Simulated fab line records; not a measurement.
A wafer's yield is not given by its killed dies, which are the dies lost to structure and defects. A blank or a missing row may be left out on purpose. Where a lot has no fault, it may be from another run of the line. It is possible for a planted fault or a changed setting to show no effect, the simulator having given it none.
fab line records    flow gf180mcu    part 1 of 2: steps 1 to 37 of 50
[record] lots = 5  wafers = 15  lastDay = 33
route steps=602 shown MVSD@67 MVPSD@78 VT_IMPLANT@90
lots that met no fault: from a run of the same line without faults
startH: start of the lot's first displayed wafer, in hours after the record's first day    waitH: hours from the lot's prior step to this one    " as in the row above    L1.1+2: a row that stands for several wafers    - no value present, or no start provided    * or withheld: withheld    < > ~ a bound
route shown NAME@n: a module of which the file shows steps, and the number in the route of the first    usual: mean/standard deviation of fault-free wafers    same: alike in all rows    chamber/n: place in a boat    sites: readings site by site    _std_site: their standard deviation    _edge_site: mean of outer sites minus mean of inner sites    radiusMm: for every site, how far away it sits from the centre of the wafer    mask NAME#n: copy n    behind: the last tool/chamber to shape the wafer    hold: the reason the lot was held/the length of the hold in hours/how it ended    device: the n, p or np transistor that did not switch    end of line: tests run on the same wafers once the route is complete    a step without rows: its recipe alone    killed: count of dies lost to structure and defects at first sort (not the wafer's yield)    map: a wafer's dies, x killed, . not, _ none there
set.NAME: the run value of the setting; set.NAME@STEP: its run value at that earlier step    model.NAME: the simulator's own value behind a step, which no gauge read
certain route steps with their lots: each step a table, each wafer a row
services: the hour from which a tool's chamber was out of use, counted from the record's first day as startH (under 0 if before that day), plus the number of hours and why
[[steps]]
[step GF_MVSD_HMDS_01]
[recipe] primeTimeS = 60  primeTempC = 120
lot.wafer   tool           chamber  startH  waitH
L077.2+3+6  lithoTrack-03  0        91.37   0.1
L078.2+5+6  lithoTrack-01  0        97.23   0.1
L080.1+3+5  lithoTrack-04  0        108.62  0.1
L085.3+4+5  lithoTrack-04  0        140.52  0.1
L093.1+2+5  lithoTrack-04  0        185.42  0.1
[step GF_MVSD_COAT_02]
[recipe] spinRpm = 2000  resistThkNm = 3000
lot.wafer   tool           chamber  startH  waitH
L077.2+3+6  lithoTrack-03  0        91.52   0.1
L078.2+5+6  lithoTrack-01  0        97.38   0.1
L080.1+3+5  lithoTrack-04  0        108.77  0.1
L085.3+4+5  lithoTrack-04  0        140.67  0.1
L093.1+2+5  lithoTrack-04  0        185.57  0.1
[step GF_MVSD_SOFTBAKE_03]
[recipe] tempC = 110  timeS = withheld
lot.wafer   tool           chamber  startH  waitH
L077.2+3+6  lithoTrack-03  0        91.68   0.1
L078.2+5+6  lithoTrack-01  0        97.54   0.1
L080.1+3+5  lithoTrack-04  0        108.92  0.1
L085.3+4+5  lithoTrack-04  0        140.84  0.1
L093.1+2+5  lithoTrack-04  0        185.72  0.1
[step GF_MVSD_EXPOSE_04]
[recipe] maskId = MVSD  targetCdNm = 1000  na = 0.6  sourceShape = conventional  sigmaOuter = 0.6  doseMj = 260
lot.wafer   tool             chamber  startH  waitH  mask
L077.2+3+6  ilineStepper-01  0        -       -      MVSD#0
L078.2+5+6  ilineStepper-02  0        -       -      MVSD#0
L080.1+3+5  ilineStepper-01  0        -       -      MVSD#0
L085.3+4+5  ilineStepper-02  0        -       -      MVSD#0
L093.1+2+5  ilineStepper-01  0        -       -      MVSD#0
[step GF_MVSD_PEB_05]
[recipe] tempC = 115  timeS = withheld
lot.wafer   tool           chamber  startH  waitH
L077.2+3+6  lithoTrack-04  0        -       -
L078.2+5+6  lithoTrack-01  0        -       -
L080.1+3+5  lithoTrack-03  0        -       -
L085.3+4+5  lithoTrack-01  0        -       -
L093.1+2+5  lithoTrack-03  0        -       -
[step GF_MVSD_DEVELOP_06]
[recipe] wallAngleDeg = 90  developTimeS = 60  devTempC = 23
[usual] developerTempC = 22.98/0.11
lot.wafer  tool           chamber  startH  waitH  developerTempC
L077.2     lithoTrack-04  0        -       -      22.88
L077.3     "              0        "       "      22.92
L077.6     "              0        "       "      22.91
L078.2     lithoTrack-01  0        -       -      22.97
L078.5     "              0        "       "      22.85
L078.6     "              0        "       "      22.85
L080.1     lithoTrack-03  0        -       -      22.87
L080.3     "              0        "       "      22.96
L080.5     "              0        "       "      22.83
L085.3     lithoTrack-01  0        -       -      22.68
L085.4     "              0        "       "      22.71
L085.5     "              0        "       "      22.94
L093.1     lithoTrack-03  0        -       -      23.05
L093.2     "              0        "       "      23.05
L093.5     "              0        "       "      23.17
[step GF_MVSD_OVL_MEAS_07]
[usual] MVSD_OVL = 0.5/1.3
lot.wafer  tool        chamber  startH  waitH  MVSD_OVL[nm]
L077.2     overlay-01  -        100.93  -      1.4
L077.3     "           -        "       "      2.5
L077.6     "           -        "       "      2.0
L078.2     overlay-01  -        104.51  -      -1.9
L078.5     "           -        "       "      -1.8
L078.6     "           -        "       "      -1.2
L080.1     overlay-01  -        115.90  -      -0.6
L080.3     "           -        "       "      1.4
L080.5     "           -        "       "      -0.8
L085.3     overlay-02  -        148.47  -      2.0
L085.4     "           -        "       "      -0.7
L085.5     "           -        "       "      1.9
L093.1     overlay-02  -        193.40  -      -1.4
L093.2     "           -        "       "      -2.4
L093.5     "           -        "       "      -2.0
[step GF_MVSD_IMPLANT_08]
[recipe] species = P  energyKev = 400  doseCm2 = 1.6e+13  tiltDeg = 0
lot.wafer   tool          chamber  startH  waitH
L077.2+3+6  implanter-02  0        100.98  0.0
L078.2+5+6  implanter-04  0        104.57  0.0
L080.1+3+5  implanter-02  0        115.93  0.0
L085.3+4+5  implanter-04  0        148.54  0.1
L093.1+2+5  implanter-02  0        193.43  0.0
[step GF_MVSD_IMPLANT_09]
[recipe] species = P  energyKev = 100  doseCm2 = 5e+12  tiltDeg = 0
lot.wafer   tool          chamber  startH  waitH
L077.2+3+6  implanter-02  0        101.13  0.1
L078.2+5+6  implanter-04  0        104.72  0.1
L080.1+3+5  implanter-02  0        116.08  0.1
L085.3+4+5  implanter-04  0        148.69  0.1
L093.1+2+5  implanter-02  0        193.58  0.1
[step GF_MVSD_STRIP_10]
[recipe] chemistry = O2/N2  powerW = 1400  pressureMtorr = 1500  platenTempC = 250  o2FlowSccm = 3000  n2FlowSccm = 300  overashFraction = 0.5
[usual] drypumpMotorCurrentA = 5.7/0.42  heaterPowerW = 349/26  oesProductAu = 0.722/0.0046  stripTimeToEndpointS = 36.95/0.09
lot.wafer  tool            chamber  startH  waitH  drypumpMotorCurrentA  heaterPowerW  oesProductAu  rfHoursCounterH  stripTimeToEndpointS
L077.2     plasmaAsher-03  0        101.26  0.1    6.5                   379           0.722         45               36.99
L077.3     "               0        "       "      6.5                   383           0.716         -                36.97
L077.6     "               0        "       "      6.5                   384           0.728         -                36.96
L078.2     plasmaAsher-02  0        104.84  0.1    6.4                   394           0.727         42               36.89
L078.5     "               1        "       "      5.6                   318           0.726         -                36.79
L078.6     "               0        "       "      6.4                   402           0.719         -                36.87
L080.1     plasmaAsher-01  1        116.23  0.1    5.4                   323           0.717         32               36.91
L080.3     "               0        "       "      5.5                   353           0.722         -                36.96
L080.5     "               1        "       "      5.4                   335           0.724         -                36.95
L085.3     plasmaAsher-01  1        148.83  0.1    5.4                   336           0.721         -                36.94
L085.4     "               0        "       "      5.5                   358           0.717         -                36.80
L085.5     "               1        "       "      5.4                   325           0.712         -                36.89
L093.1     plasmaAsher-02  1        193.73  0.1    5.6                   321           0.717         53               36.91
L093.2     "               0        "       "      6.4                   398           0.723         53               36.83
L093.5     "               1        "       "      5.6                   325           0.723         -                36.98
[step GF_MVSD_TW_MEAS_11]
[usual] MVSD_TW = 1564/12
lot.wafer  tool          chamber  startH  waitH  MVSD_TW
L077.2     filmMetro-03  -        101.37  0.1    1556
L077.3     "             -        "       "      1561
L077.6     "             -        "       "      1562
L078.2     filmMetro-04  -        104.95  0.1    1552
L078.5     "             -        "       "      1554
L078.6     "             -        "       "      1559
L080.1     filmMetro-02  -        116.33  0.1    1566
L080.3     "             -        "       "      1576
L080.5     "             -        "       "      1572
L085.3     filmMetro-02  -        148.91  0.1    1580
L085.4     "             -        "       "      1582
L085.5     "             -        "       "      1591
L093.1     filmMetro-03  -        193.83  0.1    1567
L093.2     "             -        "       "      1556
L093.5     "             -        "       "      1559
[step GF_MVPSD_DEHYDRATE_00]
[recipe] tempC = 200  timeS = 60
lot.wafer   tool           chamber  startH  waitH
L077.2+3+6  lithoTrack-02  0        107.62  6.2
L078.2+5+6  lithoTrack-01  0        111.53  6.6
L080.1+3+5  lithoTrack-01  0        123.21  6.9
L085.3+4+5  lithoTrack-02  0        156.34  7.4
L093.1+2+5  lithoTrack-01  0        201.76  7.9
[step GF_MVPSD_HMDS_01]
[recipe] primeTimeS = 60  primeTempC = 120
lot.wafer   tool           chamber  startH  waitH
L077.2+3+6  lithoTrack-02  0        107.77  0.1
L078.2+5+6  lithoTrack-01  0        111.68  0.1
L080.1+3+5  lithoTrack-01  0        123.36  0.1
L085.3+4+5  lithoTrack-02  0        156.49  0.1
L093.1+2+5  lithoTrack-01  0        201.91  0.1
[step GF_MVPSD_COAT_02]
[recipe] spinRpm = 2000  resistThkNm = 3000
lot.wafer   tool           chamber  startH  waitH
L077.2+3+6  lithoTrack-02  0        107.92  0.1
L078.2+5+6  lithoTrack-01  0        111.83  0.1
L080.1+3+5  lithoTrack-01  0        123.51  0.1
L085.3+4+5  lithoTrack-02  0        156.64  0.1
L093.1+2+5  lithoTrack-01  0        202.06  0.1
[step GF_MVPSD_SOFTBAKE_03]
[recipe] tempC = 110  timeS = withheld
lot.wafer   tool           chamber  startH  waitH
L077.2+3+6  lithoTrack-02  0        108.07  0.1
L078.2+5+6  lithoTrack-01  0        111.99  0.1
L080.1+3+5  lithoTrack-01  0        123.66  0.1
L085.3+4+5  lithoTrack-02  0        156.81  0.1
L093.1+2+5  lithoTrack-01  0        202.21  0.1
[step GF_MVPSD_EXPOSE_04]
[recipe] maskId = MVPSD  targetCdNm = 1000  na = 0.6  sourceShape = conventional  sigmaOuter = 0.6  doseMj = 260
lot.wafer   tool             chamber  startH  waitH  mask
L077.2+3+6  ilineStepper-01  0        -       -      MVPSD#0
L078.2+5+6  ilineStepper-01  0        -       -      MVPSD#0
L080.1+3+5  ilineStepper-01  0        -       -      MVPSD#0
L085.3+4+5  ilineStepper-02  0        -       -      MVPSD#0
L093.1+2+5  ilineStepper-02  0        -       -      MVPSD#0
[step GF_MVPSD_PEB_05]
[recipe] tempC = 115  timeS = withheld
lot.wafer   tool           chamber  startH  waitH
L077.2+3+6  lithoTrack-01  0        -       -
L078.2+5+6  lithoTrack-01  0        -       -
L080.1+3+5  lithoTrack-02  0        -       -
L085.3+4+5  lithoTrack-02  0        -       -
L093.1+2+5  lithoTrack-01  0        -       -
[step GF_MVPSD_DEVELOP_06]
[recipe] wallAngleDeg = 90  developTimeS = 60  devTempC = 23
[usual] developerTempC = 22.97/0.087
lot.wafer  tool           chamber  startH  waitH  developerTempC
L077.2     lithoTrack-01  0        -       -      22.95
L077.3     "              0        "       "      23.00
L077.6     "              0        "       "      23.01
L078.2     lithoTrack-01  0        -       -      22.92
L078.5     "              0        "       "      22.99
L078.6     "              0        "       "      22.98
L080.1     lithoTrack-02  0        -       -      23.00
L080.3     "              0        "       "      22.99
L080.5     "              0        "       "      22.95
L085.3     lithoTrack-02  0        -       -      22.89
L085.4     "              0        "       "      22.92
L085.5     "              0        "       "      23.00
L093.1     lithoTrack-01  0        -       -      23.02
L093.2     "              0        "       "      23.01
L093.5     "              0        "       "      23.04
[step GF_MVPSD_OVL_MEAS_07]
[usual] MVPSD_OVL = 0.0/1.1
lot.wafer  tool        chamber  startH  waitH  MVPSD_OVL[nm]
L077.2     overlay-02  -        115.36  -      0.3
L077.3     "           -        "       "      0.3
L077.6     "           -        "       "      2.3
L078.2     overlay-01  -        119.56  -      -0.6
L078.5     "           -        "       "      -1.8
L078.6     "           -        "       "      -0.9
L080.1     overlay-02  -        131.24  -      0.3
L080.3     "           -        "       "      -0.9
L080.5     "           -        "       "      -2.4
L085.3     overlay-02  -        164.45  -      1.0
L085.4     "           -        "       "      -0.8
L085.5     "           -        "       "      -0.3
L093.1     overlay-02  -        210.46  -      -0.3
L093.2     "           -        "       "      1.1
L093.5     "           -        "       "      -0.6
[step GF_MVPSD_IMPLANT_08]
[recipe] species = B  energyKev = 170  doseCm2 = 1.5e+13  tiltDeg = 0
lot.wafer   tool          chamber  startH  waitH
L077.2+3+6  implanter-04  0        115.42  0.0
L078.2+5+6  implanter-01  0        119.62  0.0
L080.1+3+5  implanter-03  0        131.28  0.0
L085.3+4+5  implanter-04  0        164.53  0.1
L093.1+2+5  implanter-03  0        210.49  0.0
[step GF_MVPSD_IMPLANT_09]
[recipe] species = B  energyKev = 40  doseCm2 = 5e+12  tiltDeg = 0
lot.wafer   tool          chamber  startH  waitH
L077.2+3+6  implanter-04  0        115.57  0.1
L078.2+5+6  implanter-01  0        119.77  0.1
L080.1+3+5  implanter-03  0        131.43  0.1
L085.3+4+5  implanter-04  0        164.68  0.1
L093.1+2+5  implanter-03  0        210.64  0.1
[step GF_MVPSD_STRIP_10]
[recipe] chemistry = O2/N2  powerW = 1400  pressureMtorr = 1500  platenTempC = 250  o2FlowSccm = 3000  n2FlowSccm = 300  overashFraction = 0.5
[usual] drypumpMotorCurrentA = 5.8/0.5  heaterPowerW = 332/42  oesProductAu = 0.722/0.0049  stripTimeToEndpointS = 36.95/0.09
lot.wafer  tool            chamber  startH  waitH  drypumpMotorCurrentA  heaterPowerW  oesProductAu  rfHoursCounterH  stripTimeToEndpointS
L077.2     plasmaAsher-03  1        115.69  0.1    5.4                   324           0.720         47               36.83
L077.3     "               0        "       "      6.5                   383           0.729         -                36.92
L077.6     "               0        "       "      6.5                   379           0.723         -                36.97
L078.2     plasmaAsher-03  0        119.89  0.1    6.5                   389           0.717         47               37.10
L078.5     "               0        "       "      6.5                   390           0.724         -                36.93
L078.6     "               1        "       "      5.5                   325           0.721         -                37.00
L080.1     plasmaAsher-02  1        131.58  0.1    5.6                   331           0.726         46               37.04
L080.3     "               0        "       "      6.4                   396           0.718         -                37.01
L080.5     "               0        "       "      6.4                   402           0.723         -                36.96
L085.3     plasmaAsher-03  0        164.81  0.1    6.5                   376           0.729         -                36.82
L085.4     "               1        "       "      5.5                   319           0.720         -                36.85
L085.5     "               1        "       "      5.4                   314           0.726         -                36.77
L093.1     plasmaAsher-03  0        210.79  0.1    6.5                   377           0.726         53               36.98
L093.2     "               1        "       "      5.5                   317           0.724         53               36.89
L093.5     "               1        "       "      5.5                   317           0.717         -                37.00
[step GF_MVPSD_TW_MEAS_11]
[usual] MVPSD_TW = 548/3.7
lot.wafer  tool          chamber  startH  waitH  MVPSD_TW
L077.2     filmMetro-02  -        115.80  0.1    549
L077.3     "             -        "       "      550
L077.6     "             -        "       "      547
L078.2     filmMetro-03  -        120.00  0.1    549
L078.5     "             -        "       "      547
L078.6     "             -        "       "      547
L080.1     filmMetro-03  -        131.68  0.1    552
L080.3     "             -        "       "      551
L080.5     "             -        "       "      552
L085.3     filmMetro-03  -        164.90  0.1    541
L085.4     "             -        "       "      544
L085.5     "             -        "       "      544
L093.1     filmMetro-02  -        210.89  0.1    548
L093.2     "             -        "       "      549
L093.5     "             -        "       "      544
[step GF_VT_IMPLANT_DEHYDRATE_00]
[recipe] tempC = 200  timeS = 60
lot.wafer   tool           chamber  startH  waitH
L077.2+3+6  lithoTrack-02  0        122.32  6.5
L078.2+5+6  lithoTrack-03  0        126.82  6.8
L080.1+3+5  lithoTrack-02  0        138.64  7.0
L085.3+4+5  lithoTrack-02  0        172.49  7.6
L093.1+2+5  lithoTrack-02  0        218.24  7.3
[step GF_VT_IMPLANT_HMDS_01]
[recipe] primeTimeS = 60  primeTempC = 120
lot.wafer   tool           chamber  startH  waitH
L077.2+3+6  lithoTrack-02  0        122.47  0.1
L078.2+5+6  lithoTrack-03  0        126.97  0.1
L080.1+3+5  lithoTrack-02  0        138.79  0.1
L085.3+4+5  lithoTrack-02  0        172.64  0.1
L093.1+2+5  lithoTrack-02  0        218.39  0.1
[step GF_VT_IMPLANT_COAT_02]
[recipe] resist = NOVOLAK  spinRpm = 3000  resistThkNm = 1000
lot.wafer   tool           chamber  startH  waitH
L077.2+3+6  lithoTrack-02  0        122.62  0.1
L078.2+5+6  lithoTrack-03  0        127.12  0.1
L080.1+3+5  lithoTrack-02  0        138.94  0.1
L085.3+4+5  lithoTrack-02  0        172.79  0.1
L093.1+2+5  lithoTrack-02  0        218.54  0.1
[step GF_VT_IMPLANT_SOFTBAKE_03]
[recipe] tempC = 90  timeS = 60  resist = NOVOLAK
lot.wafer   tool           chamber  startH  waitH
L077.2+3+6  lithoTrack-02  0        122.77  0.1
L078.2+5+6  lithoTrack-03  0        127.27  0.1
L080.1+3+5  lithoTrack-02  0        139.09  0.1
L085.3+4+5  lithoTrack-02  0        172.94  0.1
L093.1+2+5  lithoTrack-02  0        218.69  0.1
[step GF_VT_IMPLANT_EXPOSE_04]
[recipe] maskId = LVPWELL_LV_AREA  targetCdNm = 600  na = 0.6  sourceShape = conventional  sigmaOuter = 0.6  doseMj = 140
lot.wafer   tool             chamber  startH  waitH  mask
L077.2+3+6  ilineStepper-02  0        -       -      LVPWELL_LV_AREA#0
L078.2+5+6  ilineStepper-02  0        -       -      LVPWELL_LV_AREA#0
L080.1+3+5  ilineStepper-01  0        -       -      LVPWELL_LV_AREA#0
L085.3+4+5  ilineStepper-01  0        -       -      LVPWELL_LV_AREA#0
L093.1+2+5  ilineStepper-02  0        -       -      LVPWELL_LV_AREA#0
[step GF_VT_IMPLANT_PEB_05]
[recipe] tempC = withheld  timeS = *  resist = NOVOLAK
lot.wafer   tool           chamber  startH  waitH
L077.2+3+6  lithoTrack-04  0        -       -
L078.2+5+6  lithoTrack-02  0        -       -
L080.1+3+5  lithoTrack-04  0        -       -
L085.3+4+5  lithoTrack-03  0        -       -
L093.1+2+5  lithoTrack-03  0        -       -
[step GF_VT_IMPLANT_DEVELOP_06]
[recipe] developTimeS = 60  devTempC = 23
[usual] developerTempC = 23.02/0.1
lot.wafer  tool           chamber  startH  waitH  developerTempC
L077.2     lithoTrack-04  0        129.69  0.1    23.17
L077.3     "              0        "       "      23.13
L077.6     "              0        "       "      23.14
L078.2     lithoTrack-02  0        134.62  0.1    23.16
L078.5     "              0        "       "      23.04
L078.6     "              0        "       "      23.15
L080.1     lithoTrack-04  0        146.82  0.1    23.09
L080.3     "              0        "       "      22.93
L080.5     "              0        "       "      22.93
L085.3     lithoTrack-03  0        180.70  0.1    23.05
L085.4     "              0        "       "      23.12
L085.5     "              0        "       "      23.00
L093.1     lithoTrack-03  0        227.64  0.1    23.04
L093.2     "              0        "       "      23.08
L093.5     "              0        "       "      23.10
[step GF_VT_IMPLANT_OVL_MEAS_07]
[usual] VT_IMPLANT_OVL = 0.9/1.3
lot.wafer  tool        chamber  startH  waitH  VT_IMPLANT_OVL[nm]
L077.2     overlay-01  -        129.83  0.1    -0.1
L077.3     "           -        "       "      0.4
L077.6     "           -        "       "      1.3
L078.2     overlay-01  -        134.75  0.1    2.8
L078.5     "           -        "       "      3.4
L078.6     "           -        "       "      2.7
L080.1     overlay-01  -        146.97  0.1    0.2
L080.3     "           -        "       "      1.0
L080.5     "           -        "       "      0.9
L085.3     overlay-02  -        180.81  0.1    -1.0
L085.4     "           -        "       "      1.2
L085.5     "           -        "       "      -0.6
L093.1     overlay-02  -        227.79  0.1    0.5
L093.2     "           -        "       "      -0.8
L093.5     "           -        "       "      -0.7
[step GF_VT_IMPLANT_IMPLANT_08]
[recipe] species = BF2  energyKev = 20  doseCm2 = 8.29e+12  tiltDeg = 7
lot.wafer   tool          chamber  startH  waitH
L077.2+3+6  implanter-01  0        129.88  0.0
L078.2+5+6  implanter-04  0        134.80  0.0
L080.1+3+5  implanter-04  0        147.01  0.0
L085.3+4+5  implanter-04  0        180.88  0.1
L093.1+2+5  implanter-02  0        227.83  0.0
[step GF_VT_IMPLANT_STRIP_09]
[recipe] chemistry = O2/N2  powerW = 1400  pressureMtorr = 1500  platenTempC = 250  o2FlowSccm = 3000  n2FlowSccm = 300  overashFraction = 0.5
[usual] drypumpMotorCurrentA = 5.6/0.36  heaterPowerW = 324/38  oesProductAu = 0.716/0.0046  stripTimeToEndpointS = 12.63/0.032
lot.wafer  tool            chamber  startH  waitH  drypumpMotorCurrentA  heaterPowerW  oesProductAu  rfHoursCounterH  stripTimeToEndpointS
L077.2     plasmaAsher-04  1        130.01  0.1    5.3                   290           0.712         1                12.57
L077.3     "               1        "       "      5.3                   290           0.719         -                12.67
L077.6     "               0        "       "      5.4                   276           0.718         -                12.63
L078.2     plasmaAsher-02  0        134.93  0.1    6.4                   398           0.718         46               12.63
L078.5     "               1        "       "      5.6                   324           0.721         -                12.67
L078.6     "               0        "       "      6.4                   399           0.712         -                12.67
L080.1     plasmaAsher-02  0        147.16  0.1    6.4                   384           0.716         47               12.59
L080.3     "               1        "       "      5.6                   322           0.709         -                12.64
L080.5     "               1        "       "      5.6                   328           0.719         -                12.61
L085.3     plasmaAsher-01  1        181.01  0.1    5.4                   334           0.705         -                12.63
L085.4     "               0        "       "      5.6                   354           0.712         -                12.61
L085.5     "               0        "       "      5.6                   348           0.718         -                12.60
L093.1     plasmaAsher-01  0        227.98  0.1    5.5                   349           0.715         44               12.59
L093.2     "               1        "       "      5.4                   337           0.715         44               12.60
L093.5     "               1        "       "      5.4                   335           0.719         -                12.65
[step GF_VT_IMPLANT_TW_MEAS_10]
[usual] VT_IMPLANT_TW = 562/4.1
lot.wafer  tool          chamber  startH  waitH  VT_IMPLANT_TW
L077.2     filmMetro-01  -        130.12  0.1    570
L077.3     "             -        "       "      567
L077.6     "             -        "       "      569
L078.2     filmMetro-01  -        135.04  0.1    565
L078.5     "             -        "       "      565
L078.6     "             -        "       "      564
L080.1     filmMetro-03  -        147.26  0.1    555
L080.3     "             -        "       "      558
L080.5     "             -        "       "      556
L085.3     filmMetro-03  -        181.10  0.1    559
L085.4     "             -        "       "      560
L085.5     "             -        "       "      562
L093.1     filmMetro-03  -        228.08  0.1    562
L093.2     "             -        "       "      564
L093.5     "             -        "       "      560
[step GF_VT_IMPLANT_DEHYDRATE_11]
[recipe] tempC = 200  timeS = 60
lot.wafer   tool           chamber  startH  waitH
L077.2+3+6  lithoTrack-03  0        137.52  7.4
L078.2+5+6  lithoTrack-04  0        141.64  6.6
L080.1+3+5  lithoTrack-03  0        154.75  7.5
L085.3+4+5  lithoTrack-04  0        189.07  8.0
L093.1+2+5  lithoTrack-02  0        236.49  8.4
[step GF_VT_IMPLANT_HMDS_12]
[recipe] primeTimeS = 60  primeTempC = 120
lot.wafer   tool           chamber  startH  waitH
L077.2+3+6  lithoTrack-03  0        137.67  0.1
L078.2+5+6  lithoTrack-04  0        141.79  0.1
L080.1+3+5  lithoTrack-03  0        154.90  0.1
L085.3+4+5  lithoTrack-04  0        189.22  0.1
L093.1+2+5  lithoTrack-02  0        236.64  0.1
[step GF_VT_IMPLANT_COAT_13]
[recipe] resist = NOVOLAK  spinRpm = 3000  resistThkNm = 1000
lot.wafer   tool           chamber  startH  waitH
L077.2+3+6  lithoTrack-03  0        137.82  0.1
L078.2+5+6  lithoTrack-04  0        141.94  0.1
L080.1+3+5  lithoTrack-03  0        155.05  0.1
L085.3+4+5  lithoTrack-04  0        189.37  0.1
L093.1+2+5  lithoTrack-02  0        236.79  0.1
